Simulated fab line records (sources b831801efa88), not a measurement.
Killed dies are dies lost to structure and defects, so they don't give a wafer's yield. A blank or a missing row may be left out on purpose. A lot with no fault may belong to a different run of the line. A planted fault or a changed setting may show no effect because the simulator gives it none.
Struck lot and sound lot, side by side || flow gf180mcu || 44 steps out of a route of 602
Sound: the wafers L464.2, L464.4, L464.6. Wafers struck: L452.3, L452.4, L452.6. Last of all comes the cause.
Per side, at each step with rows, come the tool, then ch with its chambers, and then its first start. Under that, the readings that differ: sound wafers || struck wafers || difference of the means || sigmas: that difference in standard deviations of wafers without a fault.
alike: same words and numbers on both sides, and readings whose means sit less than 2 such deviations apart. not compared: any withheld reading, any reading some wafer has no value for, any bound like >300 that may hide the same value, and any number with overlapping values for which the record gives no deviation.
The two part at a step that has a row with sigmas, a row that says differs or no value, or rows on one side only. Numbers that don't overlap but have no deviation are shown without sigmas and don't part them. Lack of a reading on every wafer of one side parts them only where that side has two or more wafers.

first, 5 steps without rows for these wafers: GF_HV_LDD_COAT_02 (resist thk 1000 nm); GF_HV_LDD_SOFTBAKE_03 (time 60 s); GF_HV_LDD_EXPOSE_04 (exposes mask Nplus LV AREA, target cd 400 nm); GF_HV_LDD_PEB_05; GF_HV_LDD_DEVELOP_06 (develop time 60 s).
GF_HV_LDD_CD_MEAS_07: target cd 400 nm.
  sound: cd-sem-02 at day 15 16:47; struck: cd-sem-01 at day 11 20:30
  alike: cd-nm
GF_HV_LDD_OVL_MEAS_08:
  sound: overlay-01 at day 15 16:53; struck: overlay-01 at day 11 20:35
  alike: HV_LDD_OVL
next, for these wafers, 1 step has no rows: GF_HV_LDD_IMPLANT_09.
GF_HV_LDD_STRIP_10: strips in O2/N2.
  sound on plasma-asher-02 ch 0,1, day 15 17:04; struck on plasma-asher-01 ch 0,1, day 11 20:48
  alike: drypump-motor-current-A, heater-power-w, oes-product-au, strip-time-to-endpoint-s
  not compared: rf-hours-counter-h
GF_HV_LDD_TW_MEAS_11:
  sound: film-metro-04 at day 15 17:11; struck: film-metro-04 at day 11 20:53
  alike: HV_LDD_TW
then, 2 steps without rows for these wafers: GF_HV_LDD_DEHYDRATE_12 (time 60 s); GF_HV_LDD_HMDS_13 (prime time 60 s).
GF_HV_LDD_COAT_14: resist thk 1000 nm.
  sound on litho-track-04 ch 0, day 16 03:38; struck on litho-track-02, day 12 05:52
  no value came back on the struck wafers for chill-plate-temp-C (C), dispense-pressure-kPa (kPa); on the sound wafers chill-plate-temp-C (C) reads 22.83 22.97 23.00
then, 4 steps without rows for these wafers: GF_HV_LDD_SOFTBAKE_15 (time 60 s); GF_HV_LDD_EXPOSE_16 (exposes mask Pplus LV AREA, target cd 400 nm); GF_HV_LDD_PEB_17; GF_HV_LDD_DEVELOP_18 (develop time 60 s).
GF_HV_LDD_CD_MEAS_19: target cd 400 nm.
  sound: cd-sem-02 at day 16 15:08; struck: cd-sem-02 at day 12 15:48
{"reading": "cd-nm (nm)", "sound": "396.3 393.3 394.1", "struck": "- - -", "difference": "no value on the struck wafers", "sigmas": ""}
GF_HV_LDD_OVL_MEAS_20:
  sound: overlay-01 at day 16 15:14; struck: overlay-02 at day 12 15:53
{"reading": "HV_LDD_01_OVL (nm)", "sound": "-0.8 -1.6 -0.6", "struck": "- - -", "difference": "no value on the struck wafers", "sigmas": ""}
next, for these wafers, 1 step has no rows: GF_HV_LDD_IMPLANT_21.
GF_HV_LDD_STRIP_22: strips in O2/N2.
  sound on plasma-asher-03 ch 0,1, day 16 15:25; struck on plasma-asher-01 ch 0,1, day 12 16:06
  no value came back on the struck wafers for oes-product-au (a.u.), strip-time-to-endpoint-s (s); on the sound wafers oes-product-au (a.u.) reads 0.742 0.730 0.734
  alike: drypump-motor-current-A, heater-power-w
  not compared: rf-hours-counter-h
GF_HV_LDD_TW_MEAS_23:
  sound: film-metro-01 at day 16 15:32; struck: film-metro-04 at day 12 16:11
  alike: HV_LDD_2_TW
then, 7 steps without rows for these wafers: GF_HV_LDD_DEHYDRATE_24 (time 60 s); GF_HV_LDD_HMDS_25 (prime time 60 s); GF_HV_LDD_COAT_26 (resist thk 1000 nm); GF_HV_LDD_SOFTBAKE_27 (time 60 s); GF_HV_LDD_EXPOSE_28 (exposes mask Nplus HV AREA, target cd 400 nm); GF_HV_LDD_PEB_29; GF_HV_LDD_DEVELOP_30 (develop time 60 s).
GF_HV_LDD_CD_MEAS_31: target cd 400 nm.
  sound: cd-sem-01 at day 17 13:38; struck: cd-sem-01 at day 13 11:21
  alike: cd-nm
GF_HV_LDD_OVL_MEAS_32:
  sound: overlay-01 at day 17 13:44; struck: overlay-02 at day 13 11:26
  alike: HV_LDD_02_OVL
then, 4 steps without rows for these wafers: GF_HV_LDD_IMPLANT_33; GF_HV_LDD_IMPLANT_34; GF_HV_LDD_IMPLANT_35; GF_HV_LDD_IMPLANT_36.
GF_HV_LDD_STRIP_37: strips in O2/N2.
  sound on plasma-asher-03 ch 1, day 17 14:22; struck on plasma-asher-01 ch 0,1, day 13 12:06
  alike: drypump-motor-current-A, heater-power-w, oes-product-au, strip-time-to-endpoint-s
  not compared: rf-hours-counter-h
GF_HV_LDD_TW_MEAS_38:
  sound: film-metro-04 at day 17 14:29; struck: film-metro-04 at day 13 12:11
{"reading": "HV_LDD_3_TW", "sound": "1443 1435 1444", "struck": "1596 1594 1582", "difference": "+150", "sigmas": "+21"}
then, 5 steps without rows for these wafers: GF_HV_LDD_DEHYDRATE_39 (time 60 s); GF_HV_LDD_HMDS_40 (prime time 60 s); GF_HV_LDD_COAT_41 (resist thk 1000 nm); GF_HV_LDD_SOFTBAKE_42 (time 60 s); GF_HV_LDD_EXPOSE_43 (exposes mask Pplus HV AREA, target cd 400 nm).
GF_HV_LDD_TW_MEAS_50:
  sound: film-metro-03 at day 18 13:56; struck: film-metro-03 at day 14 08:35
{"reading": "HV_LDD_4_TW", "sound": "576 575 574", "struck": "1107 1114 1110", "difference": "+535", "sigmas": "+99 or more"}
-- the record jumps here: 16 days lie between the struck wafers' starts before and after (it left off in module HV_LDD and takes up again in module PASSIVATION, whose first step shown is number 602 of the route) --
GF_PASSIVATION_PROBE_99:
  only the struck wafers here have rows in the record (prober-01, day 30 19:09); the sound ones have none

== WHERE THEY PART ==
Last at GF_PASSIVATION_PROBE_99 as far as this record goes, first at GF_HV_LDD_COAT_14.

WHY: what had been put in by the simulator
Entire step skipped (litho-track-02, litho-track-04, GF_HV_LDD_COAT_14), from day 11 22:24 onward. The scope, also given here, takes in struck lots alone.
